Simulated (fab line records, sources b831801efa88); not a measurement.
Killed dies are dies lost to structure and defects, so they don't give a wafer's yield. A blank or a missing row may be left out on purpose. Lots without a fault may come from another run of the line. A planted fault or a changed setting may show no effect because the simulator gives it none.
Which tool did it? | flow gf180mcu | 11 lots, 33 wafers sampled, at 4 steps of a route of 602

WHAT THE GAUGES READ, wafer by wafer
GF_M2_RS_MEAS_05: measures by four-point-probe.
lot  | measured     | on            | M2_ALCU_RS (ohm/sq)
L789 | day 18 01:31 | film_metro-01 | 0.0692 0.0690 0.0693
L791 | day 19 00:44 | film_metro-03 | 0.0684 0.0683 0.0682
L792 | day 19 06:55 | film_metro-01 | 0.0713 0.0711 0.0717
L793 | day 19 19:59 | film_metro-02 | 0.0698 0.0692 0.0697
L795 | day 20 15:21 | film_metro-01 | 0.0694 0.0686 0.0697
L799 | day 22 06:23 | film_metro-01 | 0.0703 0.0703 0.0707
L800 | day 22 07:54 | film_metro-01 | 0.0699 0.0700 0.0700
L804 | day 23 18:12 | film_metro-03 | 0.0694 0.0703 0.0699
L808 | day 25 02:56 | film_metro-02 | 0.0428 0.0693 0.0686
L809 | day 25 11:19 | film_metro-02 | 0.0430 0.0691 0.0684
L810 | day 25 23:34 | film_metro-03 | 0.0714 0.0707 0.0701

WHICH TOOL RAN EACH LOT (tool, then ch and the chambers of the sampled wafers, then the start)
lot  | GF_V1_CMP_04                  | GF_M2_SPUTTER_02             | GF_M2_SPUTTER_04
L789 | cmp-02 ch 0,1,2, day 17 00:11 | pvd_sputter-02, day 18 01:25 | pvd_sputter-02, day 18 01:28
L791 | cmp-02 ch 1,2,3, day 17 23:11 | pvd_sputter-03, day 19 00:33 | pvd_sputter-03, day 19 00:36
L792 | cmp-02 ch 0,1, day 18 04:55   | pvd_sputter-01, day 19 06:50 | pvd_sputter-01, day 19 06:53
L793 | cmp-02 ch 0,1,3, day 18 17:21 | pvd_sputter-03, day 19 19:54 | pvd_sputter-03, day 19 19:57
L795 | cmp-01 ch 0,2,3, day 19 13:13 | pvd_sputter-02, day 20 15:16 | pvd_sputter-02, day 20 15:19
L799 | cmp-02 ch 0,3, day 21 04:23   | pvd_sputter-01, day 22 06:16 | pvd_sputter-01, day 22 06:19
L800 | cmp-02 ch 0,2,3, day 21 05:38 | pvd_sputter-01, day 22 07:49 | pvd_sputter-01, day 22 07:52
L804 | cmp-01 ch 1,2,3, day 22 17:44 | pvd_sputter-02, day 23 18:07 | pvd_sputter-02, day 23 18:10
L808 | cmp-01 ch 0,2, day 24 03:14   | pvd_sputter-03, day 25 02:49 | pvd_sputter-03, day 25 02:52
L809 | cmp-02 ch 1,2, day 24 12:26   | pvd_sputter-03, day 25 11:11 | pvd_sputter-03, day 25 11:14
L810 | cmp-02 ch 0,1, day 25 00:36   | pvd_sputter-01, day 25 23:29 | pvd_sputter-01, day 25 23:32
- GF_V1_CMP_04: polishes SiO2.
- GF_M2_SPUTTER_02: material AlCu, target thk 450 nm, time 23.9 s.
- GF_M2_SPUTTER_04: material TiN, target thk 50 nm, time 41.7 s.

THE ANSWER, worked out from the rows above alone
Rule: what is usual is taken from the lots themselves. Put in order of their means at a reading, lots are off if they are a third of the lots or fewer, leave a main group of 4 or more, and stand apart from it by a gap of 3 or more times the standard deviation of the main group's means; of several such gaps the widest counts. A main group whose means are all the same, to the digits that the tables above print for the reading, isn't used. A lot without any number at a reading at which 4 lots or more have one is off too. The other lots that the step has rows for count as sound.
Off: L808, L809, at GF_M2_RS_MEAS_05 (M2_ALCU_RS). The main group: mean 0.0698 ohm/sq, standard deviation 0.00087.
A tool fits if, at a process step before that reading, it ran every lot that is off, and no sound lot after the first of them. The gauges at GF_M2_RS_MEAS_05 are tried like those tools. Can't be told from this: 2 tools fit, pvd_sputter-03 at GF_M2_SPUTTER_02 and GF_M2_SPUTTER_04, film_metro-02 at GF_M2_RS_MEAS_05.

WHAT THE SIMULATOR HAD PUT IN
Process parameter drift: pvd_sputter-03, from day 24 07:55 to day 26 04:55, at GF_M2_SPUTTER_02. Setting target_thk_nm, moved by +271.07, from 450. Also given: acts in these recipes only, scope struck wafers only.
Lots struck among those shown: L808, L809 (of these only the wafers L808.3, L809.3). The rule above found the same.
